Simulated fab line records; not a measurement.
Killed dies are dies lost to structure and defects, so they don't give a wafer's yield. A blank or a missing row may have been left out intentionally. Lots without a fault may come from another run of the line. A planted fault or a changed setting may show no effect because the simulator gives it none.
fab line records    flow sky130
record: lots: 14  wafers: 42  last-day: 50
route steps=708 shown SONOS_ONO@183 POLY_GATE@236 LDD_N@251 LDD_P@263
lots that met no fault: from a run of the same line without faults
start-h: the number of hours between the record's first day and the start of the first shown wafer of the lot    wait-h: hours from the lot's prior step to this one    " repeats the value in the row above    L1.1+2: one row covering several wafers at once    - either no value or no given start    * or withheld: withheld    < > ~ a bound
route shown NAME@n: a module of which the file shows steps, and the number in the route of the first    usual: mean and standard deviation over wafers with no fault    same: alike in all rows    chamber/n: place in a boat    sites: each site's reading    _std_site: standard deviation of those values    _edge_site: outer sites' mean less inner sites'    radius-mm: for every site, how far away it sits from the centre of the wafer    mask NAME#n: copy n    behind: tool/chamber where the wafer was last shaped    hold: what put the lot on hold/how long, in hours/how the hold closed    device: whichever transistor did not switch (one of n, p or np)    end of line: the tests these same wafers got at the end of their route    a step given without rows: its recipe and nothing more    killed: count of dies lost to structure and defects at first sort (not the wafer's yield)    map: a wafer's dies, x killed, . not, _ none there
set.NAME: the setting as run; set.NAME@STEP: as run at that earlier step    model.NAME: the simulator's own value behind a step, which no gauge read
a sample of lots followed through the steps of the route, with each step as a table and each wafer as a row
services: the hour from which a tool's chamber was out of use, counted from the record's first day as start-h (under 0 if before that day), plus the number of hours and why
== steps ==
step: SKY_SONOS_ONO_ETCH_15
recipe: target-depth-nm: 19.52  chemistry: CHF3/O2  source-w: 600  bias-w: 200  pressure-mtorr: 40  chf3-flow-sccm: 50  O2_flow_sccm: 5  time-s: 7.8
usual: drypump-motor-current-A: 5.7/0.53  oes-product-au: 1.003/0.0097  throttle-valve-pct: 8.827/0.0094
lot.wafer  tool         chamber  start-h  wait-h  drypump-motor-current-A  oes-product-au  rf-hours-counter-h  throttle-valve-pct
L578.1     rie-diel-02  1        282.66   0.0     5.0                      1.010           3                   8.821
L578.3     "            2        "        "       5.7                      0.996           107                 8.829
L578.6     "            3        "        "       5.4                      1.010           -                   8.826
L580.1     rie-diel-02  3        299.62   0.0     5.4                      1.008           8                   8.823
L580.3     "            1        "        "       5.0                      1.012           3                   8.839
L580.4     "            0        "        "       6.4                      1.017           87                  8.817
L581.1     rie-diel-03  2        306.58   0.0     5.7                      0.999           49                  8.832
L581.2     "            1        "        "       6.1                      1.006           5                   8.824
L581.5     "            3        "        "       5.2                      0.995           -                   8.819
L582.2     rie-diel-01  2        306.76   0.0     6.7                      1.023           7                   8.841
L582.5     "            2        "        "       6.7                      1.008           -                   8.815
L582.6     "            3        "        "       6.5                      0.997           -                   8.839
L583.1     rie-diel-03  0        328.10   0.0     5.7                      0.984           3                   8.813
L583.2     "            2        "        "       5.7                      1.000           49                  8.812
L583.4     "            3        "        "       5.2                      0.982           65                  8.823
L585.1     rie-diel-03  1        342.51   0.0     6.1                      1.002           5                   8.814
L585.3     "            2        "        "       5.7                      1.008           50                  8.820
L585.6     "            1        "        "       6.1                      1.008           -                   8.834
L587.1     rie-diel-02  2        355.92   0.0     5.7                      0.992           108                 8.844
L587.2     "            3        "        "       5.4                      0.986           10                  8.822
L587.5     "            2        "        "       5.7                      0.976           -                   8.810
L588.2     rie-diel-02  3        360.70   0.0     5.4                      1.006           10                  8.815
L588.4     "            0        "        "       6.4                      1.008           89                  8.833
L588.5     "            0        "        "       6.4                      1.018           -                   8.838
L589.3     rie-diel-02  0        376.92   0.0     6.4                      1.005           89                  8.830
L589.4     "            1        "        "       5.0                      1.016           5                   8.817
L589.5     "            2        "        "       5.7                      1.005           -                   8.821
L590.1     rie-diel-01  1        378.05   0.0     5.1                      0.994           48                  8.823
L590.2     "            2        "        "       6.7                      1.009           9                   8.827
L590.6     "            3        "        "       6.5                      1.003           -                   8.811
L591.2     rie-diel-02  2        384.85   0.0     5.7                      1.006           109                 8.815
L591.3     "            0        "        "       6.4                      1.011           89                  8.835
L591.6     "            1        "        "       5.0                      1.013           -                   8.825
L592.3     rie-diel-03  2        396.10   0.0     5.7                      1.007           51                  8.818
L592.5     "            1        "        "       6.1                      1.001           -                   8.835
L592.6     "            2        "        "       5.7                      1.003           -                   8.832
L599.1     rie-diel-03  0        453.52   0.0     5.6                      0.996           5                   8.822
L599.4     "            2        "        "       5.7                      0.997           52                  8.829
L599.6     "            0        "        "       5.7                      1.000           -                   8.827
L600.1     rie-diel-01  1        457.40   0.0     5.2                      0.992           49                  8.823
L600.3     "            3        "        "       6.5                      1.005           33                  8.806
L600.6     "            2        "        "       6.6                      1.007           -                   8.846
step: SKY_POLY_GATE_CD_MEAS_22
usual: cd-nm: 150.0/2.2
lot.wafer  tool       chamber  start-h  wait-h  cd-nm
L578.1     cd-sem-01  -        378.41   0.1     149.4
L578.3     "          -        "        "       146.5
L578.6     "          -        "        "       146.4
L580.1     cd-sem-02  -        394.29   0.1     149.9
L580.3     "          -        "        "       150.3
L580.4     "          -        "        "       149.4
L582.2     cd-sem-01  -        399.81   0.1     152.3
L582.5     "          -        "        "       148.8
L582.6     "          -        "        "       150.6
L581.1     cd-sem-02  -        399.83   0.1     151.3
L581.2     "          -        "        "       147.7
L581.5     "          -        "        "       149.8
L583.1     cd-sem-01  -        423.03   0.1     145.2
L583.2     "          -        "        "       147.3
L583.4     "          -        "        "       147.5
L585.1     cd-sem-02  -        440.31   0.1     149.6
L585.3     "          -        "        "       150.0
L585.6     "          -        "        "       149.9
L587.1     cd-sem-02  -        456.39   0.1     152.6
L587.2     "          -        "        "       152.6
L587.5     "          -        "        "       151.0
L588.2     cd-sem-01  -        461.55   0.1     148.5
L588.4     "          -        "        "       151.2
L588.5     "          -        "        "       149.8
L589.3     cd-sem-02  -        475.81   0.1     154.3
L589.4     "          -        "        "       149.2
L589.5     "          -        "        "       150.5
L590.1     cd-sem-02  -        477.97   0.1     147.6
L590.2     "          -        "        "       149.3
L590.6     "          -        "        "       150.6
L591.2     cd-sem-02  -        488.87   0.1     148.5
L591.3     "          -        "        "       152.8
L591.6     "          -        "        "       153.9
L592.3     cd-sem-02  -        499.28   0.1     148.8
L592.5     "          -        "        "       150.6
L592.6     "          -        "        "       151.1
L599.1     cd-sem-02  -        555.05   0.1     153.2
L599.4     "          -        "        "       147.7
L599.6     "          -        "        "       153.0
L600.1     cd-sem-01  -        559.69   0.1     147.2
L600.3     "          -        "        "       150.2
L600.6     "          -        "        "       146.7
step: SKY_LDD_N_IMPLANT_14
recipe: species: BF2  energy-kev: 50  dose-cm2: 5e+12  tilt-deg: 30  rotation-deg: 180
usual: dose-ions-cm2: 5e+12/6.1e+09  faraday-current-uA: 28.2/0.57  tilt-deg: 30.000/0.021
lot.wafer  tool          chamber  start-h  wait-h  dose-ions-cm2  faraday-current-uA  tilt-deg
L578.1     implanter-01  0        408.19   0.1     4.999e+12      28.8                29.981
L578.3     "             0        "        "       4.994e+12      28.4                30.034
L578.6     "             0        "        "       4.998e+12      28.3                30.017
L580.1     implanter-01  0        424.84   0.1     5e+12          28.4                29.995
L580.3     "             0        "        "       4.99e+12       28.6                30.003
L580.4     "             0        "        "       4.997e+12      28.8                30.009
L582.2     implanter-01  0        430.96   0.1     5.001e+12      28.4                30.013
L582.5     "             0        "        "       4.998e+12      27.6                30.013
L582.6     "             0        "        "       5e+12          27.4                30.040
L581.1     implanter-03  0        431.23   0.1     4.998e+12      27.7                29.986
L581.2     "             0        "        "       5.002e+12      27.6                30.018
L581.5     "             0        "        "       5.001e+12      28.7                29.998
L583.1     implanter-01  0        454.90   0.1     4.999e+12      29.7                29.969
L583.2     "             0        "        "       4.995e+12      28.7                30.009
L583.4     "             0        "        "       5.003e+12      27.5                29.996
L585.1     implanter-04  0        472.29   0.1     4.993e+12      28.0                29.993
L585.3     "             0        "        "       5.001e+12      28.0                29.971
L585.6     "             0        "        "       5.01e+12       29.0                29.987
L587.1     implanter-01  0        488.15   0.1     5.003e+12      28.5                29.992
L587.2     "             0        "        "       4.994e+12      29.1                29.976
L587.5     "             0        "        "       4.998e+12      27.8                29.997
L588.2     implanter-01  0        493.63   0.1     5.005e+12      28.4                29.988
L588.4     "             0        "        "       5.008e+12      28.5                29.989
L588.5     "             0        "        "       4.996e+12      28.8                29.989
L589.3     implanter-03  0        507.39   0.1     4.999e+12      27.6                29.992
L589.4     "             0        "        "       5.001e+12      28.2                29.997
L589.5     "             0        "        "       5.002e+12      27.9                30.008
L590.1     implanter-03  0        508.89   0.1     5.016e+12      28.3                30.019
L590.2     "             0        "        "       4.993e+12      28.0                30.015
L590.6     "             0        "        "       4.997e+12      27.9                30.016
L591.2     implanter-01  0        520.81   0.1     3.718e+12      20.8                30.002
L591.3     "             0        "        "       3.703e+12      20.9                29.984
L591.6     "             0        "        "       3.706e+12      20.7                30.002
L592.3     implanter-01  0        530.60   0.1     3.705e+12      20.7                30.005
L592.5     "             0        "        "       3.71e+12       21.4                30.016
L592.6     "             0        "        "       3.713e+12      21.1                30.036
L599.1     implanter-04  0        586.08   0.1     5e+12          28.5                30.036
L599.4     "             0        "        "       4.998e+12      28.2                29.998
L599.6     "             0        "        "       5.008e+12      28.3                29.998
L600.1     implanter-03  0        589.74   0.1     4.994e+12      28.7                29.967
L600.3     "             0        "        "       4.999e+12      28.1                30.034
L600.6     "             0        "        "       5e+12          28.4                29.978
step: SKY_LDD_P_OVL_MEAS_08
usual: LDD_P_OVL: -0.9/1.5
lot.wafer  tool        chamber  start-h  wait-h  LDD_P_OVL[nm]
L578.1     overlay-01  -        439.34   0.1     -0.6
L578.3     "           -        "        "       -0.3
L578.6     "           -        "        "       0.1
L580.1     overlay-01  -        455.74   0.1     -1.0
L580.3     "           -        "        "       -2.1
L580.4     "           -        "        "       -2.3
L582.2     overlay-02  -        462.40   0.1     -1.9
L582.5     "           -        "        "       -2.9
L582.6     "           -        "        "       -1.4
L581.1     overlay-02  -        462.92   0.1     -1.9
L581.2     "           -        "        "       -0.5
L581.5     "           -        "        "       -1.0
L583.1     overlay-02  -        485.47   0.1     -1.1
L583.2     "           -        "        "       0.6
L583.4     "           -        "        "       0.7
L585.1     overlay-02  -        503.74   0.1     0.3
L585.3     "           -        "        "       -2.7
L585.6     "           -        "        "       -2.9
L587.1     overlay-01  -        519.49   0.1     -1.4
L587.2     "           -        "        "       -0.4
L587.5     "           -        "        "       0.1
L588.2     overlay-02  -        523.78   0.1     0.3
L588.4     "           -        "        "       -0.9
L588.5     "           -        "        "       -1.1
L589.3     overlay-02  -        537.63   0.1     -0.9
L589.4     "           -        "        "       -1.8
L589.5     "           -        "        "       -3.3
L590.1     overlay-02  -        539.97   0.1     -3.1
L590.2     "           -        "        "       -3.7
L590.6     "           -        "        "       -5.0
L591.2     overlay-02  -        551.00   0.1     -2.0
L591.3     "           -        "        "       -2.4
L591.6     "           -        "        "       -1.4
L592.3     overlay-01  -        561.05   0.1     -0.7
L592.5     "           -        "        "       -0.3
L592.6     "           -        "        "       -0.5
L599.1     overlay-01  -        615.64   0.1     -1.5
L599.4     "           -        "        "       -0.8
L599.6     "           -        "        "       0.4
L600.1     overlay-01  -        619.07   0.1     -0.2
L600.3     "           -        "        "       -1.1
L600.6     "           -        "        "       0.6
== services ==
tool          chamber  start-h  hours  kind
rie-diel-01   -        285.52   0.3    repair
implanter-03  -        289.94   3.0    repair
rie-diel-03   1        294.45   10.8   repair
implanter-01  -        298.43   2.8    pm
implanter-03  -        315.37   2.4    repair
rie-diel-02   0        339.60   7.6    repair
rie-diel-01   -        351.23   14.6   pm
rie-diel-02   -        354.53   0.7    repair
implanter-01  -        373.59   5.7    repair
implanter-01  -        374.48   0.6    repair
rie-diel-02   3        384.89   6.0    repair
implanter-03  -        408.45   14.1   pm
implanter-01  -        410.30   12.7   repair
rie-diel-03   1        416.14   5.0    repair
implanter-03  -        450.43   6.2    pm
rie-diel-02   3        473.82   39.4   repair
implanter-03  -        514.47   2.1    repair
implanter-03  -        516.10   4.0    repair
rie-diel-02   -        552.96   28.1   pm
implanter-03  -        557.72   2.2    repair
rie-diel-03   -        564.73   2.8    pm
implanter-01  -        573.25   3.6    pm
implanter-03  -        575.96   3.6    repair
rie-diel-02   -        583.55   1.0    repair
== key ==
first-sign: step: SKY_LDD_N_IMPLANT_14  reading: dose-ions-cm2  direction: down  sigmas: 99+  usual: *  struck: *
effect: step: SKY_LDD_N_IMPLANT_14  reading: faraday-current-uA  direction: down  sigmas: 13  usual: 28.2  struck: 20.9
met-at SKY_LDD_N_IMPLANT_14
struck-lots L591,L592
sort-left-out L592.3,L592.5,L592.6
tester-left-out L591,L592
not-acting-at SKY_SONOS_ONO_ETCH_15,SKY_POLY_GATE_CD_MEAS_22,SKY_LDD_P_OVL_MEAS_08
onset-between 493.63 520.81
fault: kind: process-parameter-drift  tool: implanter-01  chamber: -  onset-h: 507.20  steps: SKY_LDD_N_IMPLANT_14  channel: dose-cm2  offset: *  shape: step  end-h: 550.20  acts-in: *  stated: *
tester-left-out: of these lots the tester's yield and bins aren't shown, on N5 and GAA mostly nor the transistor test; their killed dies are dies lost to structure and defects alone, not to doping, threshold or leakage, so they don't give the yield
sort-left-out: the simulated sort isn't trusted on such a fault, so these wafers' sort isn't shown, and their yield isn't known
